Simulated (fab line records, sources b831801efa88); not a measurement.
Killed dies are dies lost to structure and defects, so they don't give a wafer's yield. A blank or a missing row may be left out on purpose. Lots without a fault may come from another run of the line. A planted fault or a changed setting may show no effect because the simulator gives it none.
fab line records | flow sky130
record lots=6 wafers=18 last_day=50
route steps=708 shown DNWELL@41 PWDE@45 PAD_OPEN@708
lots that met no fault: from a run of the same line without faults
start_h: hours from the record's first day to the start of the lot's first wafer shown | wait_h: hours since the lot's step before | " the same as in the row above | L1.1+2: a row that stands for several wafers | - no value, or no start given | * or withheld: withheld | < > ~ a bound
route shown NAME@n: a module of which the file shows steps, and the number in the route of the first | usual: mean/standard deviation of fault-free wafers | same: alike in all rows | chamber/n: place in a boat | sites: the reading at each site | _std_site: their standard deviation | _edge_site: outer sites' mean less inner sites' | radius_mm: how far each site lies from the wafer's centre | mask NAME#n: copy n | behind: the tool/chamber that last shaped the wafer | hold: why the lot was held/for how many hours/how that ended | device: the transistor (n, p or np) that didn't switch | end of line: the same wafers' tests at the end of the route | a step without rows: its recipe alone | killed: dies lost to structure and defects at the first sort, not the wafer's yield | map: a wafer's dies, x killed, . not, _ none there
set.NAME: the setting as run; set.NAME@STEP: as run at that earlier step | model.NAME: the simulator's own value behind a step, which no gauge read
lots at some steps of the route; a table a step, a row a wafer
services: from which hour (start_h, from the record's first day; less than 0 if before it) a tool's chamber was out of use, for how many hours, and why
## steps
# step SKY_DNWELL_DEVELOP_06
# recipe wall_angle_deg=90 developer=TMAH develop_time_s=60 dev_temp_c=23
# step SKY_DNWELL_IMPLANT_07
# recipe species=P energy_kev=withheld dose_cm2=withheld tilt_deg=withheld
# step SKY_DNWELL_STRIP_08
# recipe chemistry=O2/N2 power_w=1400 pressure_mtorr=1500 platen_temp_c=withheld o2_flow_sccm=3000 n2_flow_sccm=300 overash_fraction=0.5
# usual drypump_motor_current_A=5.4/0.51 o2_flow_sccm=3000/9.4 oes_product_au=0.722/0.0044 strip_time_to_endpoint_s=36.96/0.1
# columns lot.wafer tool chamber start_h wait_h drypump_motor_current_A o2_flow_sccm oes_product_au rf_hours_counter_h strip_time_to_endpoint_s
L734.1 plasma_asher-04 0 51.05 0.1 6.4 3011 0.722 37 36.88
L734.2 " 1 " " 4.9 2991 0.724 37 36.82
L734.6 " 1 " " 4.9 3011 0.724 - 36.95
L745.3 plasma_asher-02 1 114.78 0.1 5.0 2995 0.727 - 36.89
L745.4 " 0 " " 5.2 2990 0.718 - 36.81
L745.5 " 1 " " 5.0 2999 0.722 - 37.04
L748.1 plasma_asher-01 0 125.55 0.1 5.8 2998 0.729 1 36.87
L748.2 " 1 " " 5.6 3014 0.721 1 36.99
L748.5 " 0 " " 5.8 2988 0.716 - 36.89
L749.1 plasma_asher-01 1 135.25 0.1 5.7 2999 0.727 2 36.94
L749.4 " 0 " " 5.8 2999 0.728 - 37.11
L749.6 " 0 " " 5.8 3022 0.715 - 36.94
L750.1 plasma_asher-02 0 155.29 0.1 5.2 3004 0.719 43 36.96
L750.5 " 0 " " 5.2 2991 0.719 - 36.83
L750.6 " 1 " " 5.0 3016 0.721 - 36.91
L755.2 plasma_asher-02 1 168.25 0.1 5.0 3000 0.721 44 37.09
L755.3 " 1 " " 5.0 2995 0.715 - 37.02
L755.5 " 1 " " 5.0 3002 0.720 - 36.97
# step SKY_DNWELL_TW_MEAS_09
# usual DNWELL_TW=1125/12
# columns lot.wafer tool chamber start_h wait_h DNWELL_TW
L734.1 film_metro-03 - 51.15 0.1 1106
L734.2 " - " " 1101
L734.6 " - " " 1103
L745.3 film_metro-04 - 114.87 0.1 1139
L745.4 " - " " 1140
L745.5 " - " " 1134
L748.1 film_metro-04 - 125.65 0.1 1134
L748.2 " - " " 1135
L748.5 " - " " 1134
L749.1 film_metro-03 - 135.35 0.1 1111
L749.4 " - " " 1113
L749.6 " - " " 1108
L750.1 film_metro-04 - 155.39 0.1 1137
L750.5 " - " " 1128
L750.6 " - " " 1128
L755.2 film_metro-03 - 168.36 0.1 1114
L755.3 " - " " 1107
L755.5 " - " " 1114
# step SKY_PWDE_DEHYDRATE_00
# recipe temp_c=200 time_s=60
# step SKY_PWDE_HMDS_01
# recipe prime_time_s=60 prime_temp_c=120
# step SKY_PWDE_COAT_02
# recipe spin_rpm=2000 resist_thk_nm=3000
# step SKY_PWDE_SOFTBAKE_03
# recipe temp_c=110 time_s=withheld
# step SKY_PWDE_EXPOSE_04
# recipe mask_id=PWDEM na=0.6 source_shape=conventional sigma_outer=0.6 polarization=unpolarized target_cd_nm=840 dose_mj=214
# step SKY_PWDE_PEB_05
# recipe temp_c=115 time_s=withheld
# step SKY_PWDE_DEVELOP_06
# recipe wall_angle_deg=90 developer=TMAH develop_time_s=60 dev_temp_c=23
# step SKY_PWDE_OVL_MEAS_07
# usual PWDE_OVL=0.2/1.3
# columns lot.wafer tool chamber start_h wait_h PWDE_OVL[nm]
L734.1 overlay-02 - 67.35 - 1.8
L734.2 " - " " 0.6
L734.6 " - " " 0.0
L745.3 overlay-02 - 132.55 - 1.9
L745.4 " - " " 0.1
L745.5 " - " " -0.2
L748.1 overlay-02 - 144.74 - 0.7
L748.2 " - " " 0.6
L748.5 " - " " -1.3
L749.1 overlay-02 - 156.62 - -1.1
L749.4 " - " " 0.6
L749.6 " - " " -0.5
L750.1 overlay-01 - 175.85 - -1.1
L750.5 " - " " 0.9
L750.6 " - " " 0.9
L755.2 overlay-01 - 189.39 - 0.4
L755.3 " - " " 1.4
L755.5 " - " " 0.1
# step SKY_PWDE_IMPLANT_08
# recipe species=B energy_kev=150 dose_cm2=3.6e+12 tilt_deg=withheld
# usual beam_energy_keV=150.00/0.041 faraday_current_uA=20.2/0.38
# columns lot.wafer tool chamber start_h wait_h beam_energy_keV faraday_current_uA model.implant.drp_nm
L734.1 implanter-04 0 67.38 0.0 150.01 20.6 97.97
L734.2 " 0 " " 149.94 20.7 97.97
L734.6 " 0 " " 150.02 20.2 97.97
L745.3 implanter-03 0 132.62 0.1 150.00 21.0 97.97
L745.4 " 0 " " 150.04 20.5 97.97
L745.5 " 0 " " 150.03 20.7 97.97
L748.1 implanter-04 0 144.77 0.0 147.30 20.7 97.31
L748.2 " 0 " " 147.36 20.4 97.31
L748.5 " 0 " " 147.31 20.4 97.31
L749.1 implanter-04 0 156.65 0.0 147.35 20.7 97.31
L749.4 " 0 " " 147.38 19.7 97.31
L749.6 " 0 " " 147.39 20.4 97.31
L750.1 implanter-03 0 175.88 0.0 150.02 20.6 97.97
L750.5 " 0 " " 150.04 20.5 97.97
L750.6 " 0 " " 149.98 19.9 97.97
L755.2 implanter-02 0 189.45 0.0 149.95 19.8 97.97
L755.3 " 0 " " 150.04 19.9 97.97
L755.5 " 0 " " 149.99 19.9 97.97
# step SKY_PWDE_STRIP_09
# recipe chemistry=O2/N2 power_w=1400 pressure_mtorr=1500 platen_temp_c=withheld o2_flow_sccm=3000 n2_flow_sccm=300 overash_fraction=0.5
# usual drypump_motor_current_A=5.5/0.59 o2_flow_sccm=2999/9.3 oes_product_au=0.722/0.005 strip_time_to_endpoint_s=36.93/0.093
# columns lot.wafer tool chamber start_h wait_h drypump_motor_current_A o2_flow_sccm oes_product_au rf_hours_counter_h strip_time_to_endpoint_s
L734.1 plasma_asher-02 0 67.53 0.1 5.2 2991 0.712 34 36.99
L734.2 " 1 " " 5.0 2992 0.722 34 37.03
L734.6 " 1 " " 5.0 2991 0.717 - 36.99
L745.3 plasma_asher-04 1 132.76 0.1 4.9 2982 0.717 - 37.02
L745.4 " 0 " " 6.3 2996 0.726 - 36.97
L745.5 " 0 " " 6.4 2988 0.723 - 36.86
L748.1 plasma_asher-02 1 144.92 0.1 4.9 3012 0.718 42 36.89
L748.2 " 0 " " 5.2 3017 0.721 42 36.76
L748.5 " 1 " " 5.0 3001 0.716 - 36.76
L749.1 plasma_asher-02 0 156.80 0.1 5.2 2992 0.721 43 37.10
L749.4 " 0 " " 5.2 3001 0.719 - 36.96
L749.6 " 1 " " 5.0 3016 0.723 - 37.06
L750.1 plasma_asher-03 1 176.03 0.1 6.2 2990 0.723 36 36.82
L750.5 " 1 " " 6.2 3001 0.716 - 36.84
L750.6 " 0 " " 5.7 2996 0.733 - 36.86
L755.2 plasma_asher-04 1 189.57 0.1 4.8 2998 0.729 51 36.99
L755.3 " 0 " " 6.3 3003 0.723 - 37.01
L755.5 " 0 " " 6.4 2995 0.727 - 36.85
# step SKY_PAD_OPEN_PROBE_99
# usual killed_at_M0_to_M3=45/7.5 killed_at_M4_up=3.2/1.8 killed_at_contacts=24/4.9 killed_at_front_end=15/4.4 killed_at_other=0.3/0.54 killed_dies=87/9.8 killed_on_rim=17/4.2 killed_open=47/6.4 killed_short=40/6.5
# same gross_dies=492 killed_at_back_side=0
# columns lot.wafer tool chamber start_h wait_h killed_at_M0_to_M3 killed_at_M4_up killed_at_contacts killed_at_front_end killed_at_other killed_dies killed_on_rim killed_open killed_short
L734.1 prober-02 - 1075.66 0.1 52 2 26 6 0 86 17 45 41
L734.2 prober-02 - 1075.71 0.1 39 1 27 13 0 80 17 46 34
L734.6 prober-02 - 1075.91 0.2 51 4 28 11 1 95 22 48 46
L745.3 prober-02 - 1149.11 0.2 31 2 25 14 0 72 22 37 35
L745.4 prober-02 - 1149.16 0.2 53 3 17 13 0 86 11 49 37
L745.5 prober-02 - 1149.21 0.2 56 1 36 12 0 105 25 51 53
L749.1 prober-02 - 1171.56 0.1 45 2 20 20 0 87 20 54 32
L749.4 prober-02 - 1171.71 0.2 37 2 18 17 0 74 9 42 32
L749.6 prober-02 - 1171.81 0.2 36 1 32 25 0 94 20 45 49
L755.2 prober-01 - 1198.41 0.1 46 3 25 18 0 92 19 45 47
L755.3 prober-01 - 1198.46 0.2 40 4 26 8 0 78 15 36 42
L755.5 prober-01 - 1198.56 0.2 53 3 19 20 0 95 14 49 46
# killed by level:class
L734.1 CONTACT:geometric_particle:open=14 VIA1:geometric_particle:open=10 VIA3:geometric_particle:open=7 METAL3:geometric_particle:short=7 VIA1:geometric_particle:short=6 METAL2:geometric_particle:short=6 LI_CONTACT:geometric_particle:open=5 CONTACT:geometric_particle:short=5
L734.2 VIA1:geometric_particle:open=9 CONTACT:geometric_particle:open=8 FIELD_ISO:geometric_particle:open=6 LI_CONTACT:geometric_particle:short=6 VIA3:geometric_particle:open=6 CONTACT:geometric_particle:short=6 VIA2:geometric_particle:open=6 METAL1:geometric_particle:short=6
L734.6 CONTACT:geometric_particle:open=11 METAL1:geometric_particle:short=11 METAL2:geometric_particle:short=9 LI_CONTACT:geometric_particle:open=8 VIA1:geometric_particle:open=8 VIA2:geometric_particle:open=7 LOCAL_INTERCONNECT:geometric_particle:short=4 CONTACT:geometric_particle:short=4
L745.3 CONTACT:geometric_particle:open=7 FIELD_ISO:geometric_particle:short=6 LI_CONTACT:geometric_particle:open=6 CONTACT:geometric_particle:short=5 VIA3:geometric_particle:open=5 LOCAL_INTERCONNECT:geometric_particle:short=4 VIA1:geometric_particle:short=4 VIA2:geometric_particle:open=4
L745.4 VIA1:geometric_particle:open=12 VIA3:geometric_particle:open=10 METAL1:geometric_particle:short=7 FIELD_ISO:geometric_particle:open=5 METAL2:geometric_particle:short=5 CONTACT:geometric_particle:short=4 CONTACT:geometric_particle:open=4 VIA1:geometric_particle:short=4
L745.5 LI_CONTACT:geometric_particle:open=13 VIA1:geometric_particle:open=12 LOCAL_INTERCONNECT:geometric_particle:short=8 VIA2:geometric_particle:open=8 METAL1:geometric_particle:short=8 CONTACT:geometric_particle:open=7 LI_CONTACT:geometric_particle:short=7 VIA1:geometric_particle:short=7
L749.1 VIA1:geometric_particle:open=12 CONTACT:geometric_particle:open=10 VIA2:geometric_particle:open=9 FIELD_ISO:geometric_particle:open=7 VIA2:geometric_particle:short=6 VIA3:geometric_particle:open=6 CONTACT:geometric_particle:short=4 VIA1:geometric_particle:short=4
L749.4 VIA1:geometric_particle:open=8 CONTACT:geometric_particle:open=6 LI_CONTACT:geometric_particle:open=5 METAL1:geometric_particle:short=5 VIA2:geometric_particle:open=5 VIA3:geometric_particle:open=5 FIELD_ISO:geometric_particle:short=4 METAL2:geometric_particle:short=4
L749.6 CONTACT:geometric_particle:open=14 FIELD_ISO:geometric_particle:short=11 VIA1:geometric_particle:open=8 LI_CONTACT:geometric_particle:open=6 METAL1:geometric_particle:short=6 LOCAL_INTERCONNECT:geometric_particle:short=5 CONTACT:geometric_particle:short=5 VIA2:geometric_particle:open=5
L755.2 VIA1:geometric_particle:open=14 METAL2:geometric_particle:short=10 CONTACT:geometric_particle:open=7 LI_CONTACT:geometric_particle:open=6 LOCAL_INTERCONNECT:geometric_particle:short=6 METAL1:geometric_particle:short=6 FIELD_ISO:geometric_particle:open=5 FIELD_ISO:geometric_particle:short=4
L755.3 LI_CONTACT:geometric_particle:open=8 METAL1:geometric_particle:short=7 METAL2:geometric_particle:short=7 VIA1:geometric_particle:open=5 CONTACT:geometric_particle:short=5 CONTACT:geometric_particle:open=5 VIA2:geometric_particle:open=5 LI_CONTACT:geometric_particle:short=4
L755.5 FIELD_ISO:geometric_particle:short=11 VIA1:geometric_particle:open=11 METAL2:geometric_particle:short=8 VIA2:geometric_particle:open=8 VIA3:geometric_particle:open=6 LI_CONTACT:geometric_particle:open=6 CONTACT:geometric_particle:open=6 METAL1:geometric_particle:short=5
## services
# columns tool chamber start_h hours kind
plasma_asher-01 - 40.98 2.8 pm
implanter-03 - 52.14 1.4 repair
implanter-03 - 59.44 2.9 repair
implanter-03 - 87.92 1.8 repair
plasma_asher-01 - 108.75 9.0 pm
plasma_asher-01 0 108.75 9.0 vent_cycle
plasma_asher-01 1 108.75 9.0 vent_cycle
implanter-02 - 114.83 5.7 repair
implanter-04 - 116.08 4.8 pm
plasma_asher-01 0 117.75 - clean
plasma_asher-01 1 117.75 - clean
implanter-03 - 123.84 5.3 repair
implanter-03 - 136.41 6.9 pm
implanter-03 - 143.30 5.0 pm
implanter-02 - 153.49 3.4 repair
plasma_asher-01 - 168.07 0.9 repair
implanter-02 - 184.82 1.2 repair
## key
first_sign step=SKY_PWDE_IMPLANT_08 reading=beam_energy_keV direction=down sigmas=65 usual=* struck=*
effect none on later readings
model_effect step=SKY_PWDE_IMPLANT_08 value=implant.drp_nm without=97.97 struck=97.31
met_at SKY_PWDE_IMPLANT_08
struck_wafers L748.1,L748.2,L748.5,L749.1,L749.4,L749.6
tester_left_out L748,L749
onset_between 67.38 144.77
fault kind=process_parameter_drift tool=implanter-04 chamber=- onset_h=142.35 steps=SKY_PWDE_IMPLANT_08 channel=energy_kev offset=* shape=step end_h=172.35 acts_in=* stated=*
# tester_left_out: of these lots the tester's yield and bins aren't shown, on N5 and GAA mostly nor the transistor test; their killed dies are dies lost to structure and defects alone, not to doping, threshold or leakage, so they don't give the yield
